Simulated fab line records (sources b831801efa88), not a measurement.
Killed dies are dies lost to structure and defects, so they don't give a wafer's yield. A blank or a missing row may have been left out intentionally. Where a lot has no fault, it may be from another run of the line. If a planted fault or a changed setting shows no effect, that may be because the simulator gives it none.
Which tool did it? :: flow sky130 :: 13 lots, 39 wafers sampled, at 3 steps of a route of 708

WHAT THE GAUGES SHOWED, per wafer
SKY_FIELD_ISO_THK_MEAS_02.
lot: L312
measured: day 1 16:17
on: film-metro-03
FIELD_ISO_OXIDATION_00_THK (nm): 12.03 11.89 12.05

lot: L313
measured: day 1 21:52
on: film-metro-04
FIELD_ISO_OXIDATION_00_THK (nm): 11.77 11.71 11.59

lot: L314
measured: day 1 21:52
on: film-metro-01
FIELD_ISO_OXIDATION_00_THK (nm): 12.08 11.89 11.95

lot: L315
measured: day 2 03:56
on: film-metro-03
FIELD_ISO_OXIDATION_00_THK (nm): 12.23 12.32 12.48

lot: L316
measured: day 2 07:38
on: film-metro-03
FIELD_ISO_OXIDATION_00_THK (nm): 11.91 11.74 11.88

lot: L322
measured: day 3 15:00
on: film-metro-03
FIELD_ISO_OXIDATION_00_THK (nm): 12.32 12.14 12.19

lot: L323
measured: day 3 19:21
on: film-metro-04
FIELD_ISO_OXIDATION_00_THK (nm): 12.36 12.41 12.46

lot: L324
measured: day 4 01:23
on: film-metro-04
FIELD_ISO_OXIDATION_00_THK (nm): 11.84 11.94 11.91

lot: L325
measured: day 4 05:47
on: film-metro-03
FIELD_ISO_OXIDATION_00_THK (nm): 11.90 11.94 11.93

lot: L326
measured: day 4 10:10
on: film-metro-04
FIELD_ISO_OXIDATION_00_THK (nm): 12.58 12.30 12.38

lot: L330
measured: day 5 06:58
on: film-metro-04
FIELD_ISO_OXIDATION_00_THK (nm): 11.89 11.83 11.83

lot: L332
measured: day 5 15:38
on: film-metro-03
FIELD_ISO_OXIDATION_00_THK (nm): 12.34 12.26 12.33

lot: L333
measured: day 5 21:11
on: film-metro-01
FIELD_ISO_OXIDATION_00_THK (nm): 12.17 12.51 12.33

SKY_PWDE_OVL_MEAS_07.
lot: L312
measured: day 3 23:22
on: overlay-01
PWDE_OVL (nm): -0.4 -4.3 -0.3

lot: L313
measured: day 4 05:42
on: overlay-01
PWDE_OVL (nm): -2.1 -1.8 1.2

lot: L314
measured: day 4 07:10
on: overlay-01
PWDE_OVL (nm): -3.8 -1.0 -0.6

lot: L315
measured: day 4 13:43
on: overlay-02
PWDE_OVL (nm): -1.2 -0.3 0.4

lot: L316
measured: day 4 20:28
on: overlay-02
PWDE_OVL (nm): 2.2 2.4 -0.8

lot: L322
measured: day 6 05:30
on: overlay-01
PWDE_OVL (nm): -1.1 -1.6 0.4

lot: L323
measured: day 6 08:43
on: overlay-02
PWDE_OVL (nm): -1.9 0.2 -1.7

lot: L324
measured: day 6 20:37
on: overlay-02
PWDE_OVL (nm): 2.6 2.4 0.9

lot: L325
measured: day 6 21:16
on: overlay-01
PWDE_OVL (nm): -0.5 0.9 0.7

lot: L326
measured: day 7 01:44
on: overlay-01
PWDE_OVL (nm): 0.8 1.5 -1.0

lot: L330
measured: day 8 02:01
on: overlay-01
PWDE_OVL (nm): -1.9 -1.5 -2.0

lot: L332
measured: day 8 10:39
on: overlay-02
PWDE_OVL (nm): -0.3 -1.2 -0.8

lot: L333
measured: day 8 18:10
on: overlay-01
PWDE_OVL (nm): -0.1 0.7 -1.5

WHAT TOOL EACH LOT RAN ON (gives the tool, then ch and the chambers of the sampled wafers, and finally the start)
lot: L312
SKY_FIELD_ISO_ETCH_17: rie-si-01 ch 0,1,2, day 2 09:08

lot: L313
SKY_FIELD_ISO_ETCH_17: rie-si-02 ch 0,1,2, day 2 13:35

lot: L314
SKY_FIELD_ISO_ETCH_17: rie-si-01 ch 1,2,3, day 2 14:38

lot: L315
SKY_FIELD_ISO_ETCH_17: rie-si-01 ch 0,1,2, day 2 22:52

lot: L316
SKY_FIELD_ISO_ETCH_17: rie-si-02 ch 1,2, day 3 04:49

lot: L322
SKY_FIELD_ISO_ETCH_17: rie-si-02 ch 0,1,3, day 4 09:41

lot: L323
SKY_FIELD_ISO_ETCH_17: rie-si-01 ch 1,2,3, day 4 13:32

lot: L324
SKY_FIELD_ISO_ETCH_17: rie-si-01 ch 0,1,3, day 4 21:55

lot: L325
SKY_FIELD_ISO_ETCH_17: rie-si-02 ch 0,1,2, day 5 02:17

lot: L326
SKY_FIELD_ISO_ETCH_17: rie-si-02 ch 0,2,3, day 5 06:19

lot: L330
SKY_FIELD_ISO_ETCH_17: rie-si-02 ch 0,1,3, day 6 01:29

lot: L332
SKY_FIELD_ISO_ETCH_17: rie-si-02 ch 0,1,3, day 6 11:32

lot: L333
SKY_FIELD_ISO_ETCH_17: rie-si-02 ch 0,1,3, day 6 17:50
- SKY_FIELD_ISO_ETCH_17: etches Si in HBr/Cl2/O2, target depth 342 nm, time 97.7 s.

WHAT THE TOOLS THEMSELVES READ (means of the sampled wafers that have a number; where no wafer has one, the mark that the record gives instead)
SKY_FIELD_ISO_ETCH_17.
lot: L312
tool: rie-si-01
drypump-motor-current-A (A): 5.7
oes-product-au (a.u.): 1.001
run-length-s (s): 125.2
throttle-valve-pct (%): 25.650

lot: L313
tool: rie-si-02
drypump-motor-current-A (A): 5.8
oes-product-au (a.u.): 1.015
run-length-s (s): 125.4
throttle-valve-pct (%): 25.637

lot: L314
tool: rie-si-01
drypump-motor-current-A (A): 5.8
oes-product-au (a.u.): 0.988
run-length-s (s): 125.3
throttle-valve-pct (%): 25.654

lot: L315
tool: rie-si-01
drypump-motor-current-A (A): 5.8
oes-product-au (a.u.): 1.010
run-length-s (s): 125.4
throttle-valve-pct (%): 25.643

lot: L316
tool: rie-si-02
drypump-motor-current-A (A): 6.1
oes-product-au (a.u.): 1.006
run-length-s (s): 125.9
throttle-valve-pct (%): 25.650

lot: L322
tool: rie-si-02
drypump-motor-current-A (A): 6.0
oes-product-au (a.u.): 0.996
run-length-s (s): 125.5
throttle-valve-pct (%): 25.656

lot: L323
tool: rie-si-01
drypump-motor-current-A (A): 5.8
oes-product-au (a.u.): 1.009
run-length-s (s): 133.5
throttle-valve-pct (%): 25.659

lot: L324
tool: rie-si-01
drypump-motor-current-A (A): 5.4
oes-product-au (a.u.): 0.999
run-length-s (s): 133.8
throttle-valve-pct (%): 25.658

lot: L325
tool: rie-si-02
drypump-motor-current-A (A): 5.8
oes-product-au (a.u.): 1.005
run-length-s (s): 125.5
throttle-valve-pct (%): 25.659

lot: L326
tool: rie-si-02
drypump-motor-current-A (A): 5.7
oes-product-au (a.u.): 1.006
run-length-s (s): 125.5
throttle-valve-pct (%): 25.656

lot: L330
tool: rie-si-02
drypump-motor-current-A (A): 6.0
oes-product-au (a.u.): 1.003
run-length-s (s): 125.7
throttle-valve-pct (%): 25.662

lot: L332
tool: rie-si-02
drypump-motor-current-A (A): 6.0
oes-product-au (a.u.): 1.004
run-length-s (s): 125.5
throttle-valve-pct (%): 25.646

lot: L333
tool: rie-si-02
drypump-motor-current-A (A): 6.0
oes-product-au (a.u.): 1.001
run-length-s (s): 125.4
throttle-valve-pct (%): 25.653

THE ANSWER, worked out from the rows above alone
Rule: the lots themselves supply what counts as usual. The widest of any qualifying gaps counts: lots, ordered by their means at a reading, are off when they make up no more than a third of the lots, leave a main group of 4 or more, and stand apart from it by 3 or more times the standard deviation of that group's means. A main group whose means are all the same, to the digits that the tables above print for the reading, isn't used. A lot without any number at a reading at which 4 lots or more have one is off too. The other lots that the step has rows for count as sound. The gauges are gone through in route order, then the tools' own readings, and for those a lot's mean is taken as printed above. The first step at which some lot is off is used, and at that step the reading that is off furthest; a lot without a number counts as furthest.
Off: L323, L324 (SKY_FIELD_ISO_ETCH_17, run-length-s). The main group has a mean of 125.5 s with a standard deviation of 0.18.
A tool fits if, at that step or a process step before it, it ran every lot that is off, and no sound lot after the first of them. One fits: rie-si-01 at SKY_FIELD_ISO_ETCH_17. Its last sound lot is L315 (day 2 22:52), its first lot that is off L323 (day 4 13:32): a fault that began between those two fits.
The tool's own readings at SKY_FIELD_ISO_ETCH_17 bear it out: on the lots that are off they differ by more than 5 times the standard deviation of the sound lots' means. run-length-s reads 133.7 s there against 125.5 s on the sound lots.

WHAT THE SIMULATOR HAD PUT IN
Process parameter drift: rie-si-01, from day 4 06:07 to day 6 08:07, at SKY_FIELD_ISO_ETCH_17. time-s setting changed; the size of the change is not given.
Shown lots that were struck: L323, L324. The rule above found the same.
